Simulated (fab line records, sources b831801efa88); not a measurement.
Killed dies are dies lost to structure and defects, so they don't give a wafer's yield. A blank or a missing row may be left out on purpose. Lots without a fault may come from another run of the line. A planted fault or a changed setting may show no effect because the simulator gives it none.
Which tool did it? | flow gf180mcu | 13 lots, 39 wafers sampled, at 4 steps of a route of 602

WHAT THE GAUGES READ, wafer by wafer
GF_MVPSD_OVL_MEAS_07.
lot  | measured     | on         | MVPSD_OVL (nm)
L738 | day 5 06:50  | overlay-02 | -0.6 -1.4 -1.7
L740 | day 5 10:52  | overlay-02 | -0.6 -0.4 -0.8
L742 | day 6 07:22  | overlay-01 | -0.4 -2.4 -1.5
L743 | day 6 11:09  | overlay-02 | -1.1 -1.5 -1.5
L744 | day 6 15:53  | overlay-02 | 0.9 1.4 1.2
L746 | day 7 09:04  | overlay-02 | -2.8 -0.8 -0.5
L748 | day 7 17:56  | overlay-02 | -2.2 -3.4 -3.3
L751 | day 8 09:13  | overlay-01 | 1.1 0.1 1.7
L753 | day 8 19:01  | overlay-02 | -1.6 -2.7 -0.3
L756 | day 9 13:52  | overlay-02 | -0.5 1.1 -0.3
L757 | day 9 17:03  | overlay-02 | 2.6 1.3 2.7
L758 | day 9 23:29  | overlay-01 | 1.9 1.7 2.3
L760 | day 10 12:24 | overlay-01 | -1.2 -1.7 -1.2

GF_VT_IMPLANT_RS_MEAS_47: measures by four-point-probe.
lot  | measured     | on            | NWELL_RS (ohm/sq)
L738 | day 7 22:19  | film_metro-03 | 486.7 486.1 486.2
L740 | day 8 02:23  | film_metro-03 | 489.7 487.5 488.3
L742 | day 9 00:38  | film_metro-02 | 488.6 489.1 487.9
L743 | day 9 03:59  | film_metro-02 | 490.2 491.4 490.2
L744 | day 9 09:22  | film_metro-02 | 487.7 488.4 488.9
L746 | day 10 04:40 | film_metro-02 | 489.2 488.3 486.1
L748 | day 10 14:41 | film_metro-02 | 486.4 487.5 486.8
L751 | day 11 08:31 | film_metro-03 | 487.6 486.6 487.6
L753 | day 11 18:25 | film_metro-04 | 486.8 488.2 488.3
L756 | day 12 14:47 | film_metro-02 | 487.7 488.2 487.0
L757 | day 12 18:29 | film_metro-03 | 496.6 495.9 496.2
L758 | day 13 02:00 | film_metro-04 | 492.7 492.5 492.9
L760 | day 13 15:44 | film_metro-03 | 491.3 489.2 488.8

GF_HV_LDD_THK_MEAS_55.
lot  | measured     | on            | HV_LDD_CVD_54_THK (nm)
L738 | day 12 19:11 | film_metro-04 | 10.06 10.15 10.01
L740 | day 13 03:53 | film_metro-04 | 10.40 10.37 10.37
L742 | day 14 05:17 | film_metro-04 | 9.97 9.98 10.03
L743 | day 14 09:37 | film_metro-02 | 10.10 10.12 9.89
L744 | day 14 19:13 | film_metro-02 | 10.30 10.30 10.47
L746 | day 15 16:02 | film_metro-02 | 10.00 10.12 10.09
L748 | day 16 04:46 | film_metro-03 | 10.06 10.08 10.08
L751 | day 16 21:56 | film_metro-02 | 10.04 10.02 9.94
L753 | day 17 12:34 | film_metro-03 | 10.23 10.19 10.10
L756 | day 18 08:32 | film_metro-04 | 10.10 10.26 10.25
L757 | day 18 12:58 | film_metro-04 | 9.79 9.92 9.81
L758 | day 18 23:17 | film_metro-03 | 9.76 9.84 9.74
L760 | day 19 15:22 | film_metro-03 | 9.91 9.99 10.09

WHICH TOOL RAN EACH LOT (tool, then ch and the chambers of the sampled wafers, then the start)
lot  | GF_NWELL_IMPLANT_09
L738 | implanter-01 ch 0, day 3 12:46
L740 | implanter-02 ch 0, day 3 18:35
L742 | implanter-03 ch 0, day 4 11:50
L743 | implanter-02 ch 0, day 4 15:02
L744 | implanter-03 ch 0, day 4 18:59
L746 | implanter-02 ch 0, day 5 09:14
L748 | implanter-01 ch 0, day 5 19:08
L751 | implanter-02 ch 0, day 6 09:51
L753 | implanter-03 ch 0, day 6 18:26
L756 | implanter-02 ch 0, day 7 11:28
L757 | implanter-03 ch 0, day 7 15:04
L758 | implanter-03 ch 0, day 7 21:20
L760 | implanter-01 ch 0, day 8 08:27
- GF_NWELL_IMPLANT_09

WHAT THE TOOLS THEMSELVES READ (means of the sampled wafers that have a number; where no wafer has one, the mark that the record gives instead)
GF_NWELL_IMPLANT_09.
lot  | tool         | dose_ions_cm2 | faraday_current_uA
L738 | implanter-01 | 4e+12         | 22.4
L740 | implanter-02 | 4e+12         | 23.0
L742 | implanter-03 | 4e+12         | 22.2
L743 | implanter-02 | 4e+12         | 22.8
L744 | implanter-03 | 4e+12         | 22.4
L746 | implanter-02 | 4e+12         | 22.5
L748 | implanter-01 | 4e+12         | 22.9
L751 | implanter-02 | 4e+12         | 22.2
L753 | implanter-03 | 4e+12         | 22.5
L756 | implanter-02 | 4e+12         | 22.3
L757 | implanter-03 | 4e+12         | 20.4
L758 | implanter-03 | 4e+12         | 20.6
L760 | implanter-01 | 4e+12         | 22.7

THE ANSWER, worked out from the rows above alone
Rule: what is usual is taken from the lots themselves. Put in order of their means at a reading, lots are off if they are a third of the lots or fewer, leave a main group of 4 or more, and stand apart from it by a gap of 3 or more times the standard deviation of the main group's means; of several such gaps the widest counts. A main group whose means are all the same, to the digits that the tables above print for the reading, isn't used. A lot without any number at a reading at which 4 lots or more have one is off too. The other lots that the step has rows for count as sound. The gauges are gone through in route order, then the tools' own readings, and for those a lot's mean is taken as printed above. The first step at which some lot is off is used, and at that step the reading that is off furthest; a lot without a number counts as furthest.
Off: L757, L758, at GF_NWELL_IMPLANT_09 (faraday_current_uA). The main group: mean 22.5, standard deviation 0.26.
A tool fits if, at that step or a process step before it, it ran every lot that is off, and no sound lot after the first of them. One fits: implanter-03 at GF_NWELL_IMPLANT_09. Its last sound lot is L753 (day 6 18:26), its first lot that is off L757 (day 7 15:04): a fault that began between those two fits.
The tool's own readings at GF_NWELL_IMPLANT_09 bear it out: on the lots that are off they differ by more than 5 times the standard deviation of the sound lots' means. faraday_current_uA reads 20.5 there against 22.5 on the sound lots.

WHAT THE SIMULATOR HAD PUT IN
Process parameter drift: implanter-03, from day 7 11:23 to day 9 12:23, at GF_NWELL_IMPLANT_09. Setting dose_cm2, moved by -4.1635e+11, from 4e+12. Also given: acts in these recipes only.
Lots struck among those shown: L757, L758. The rule above found the same.
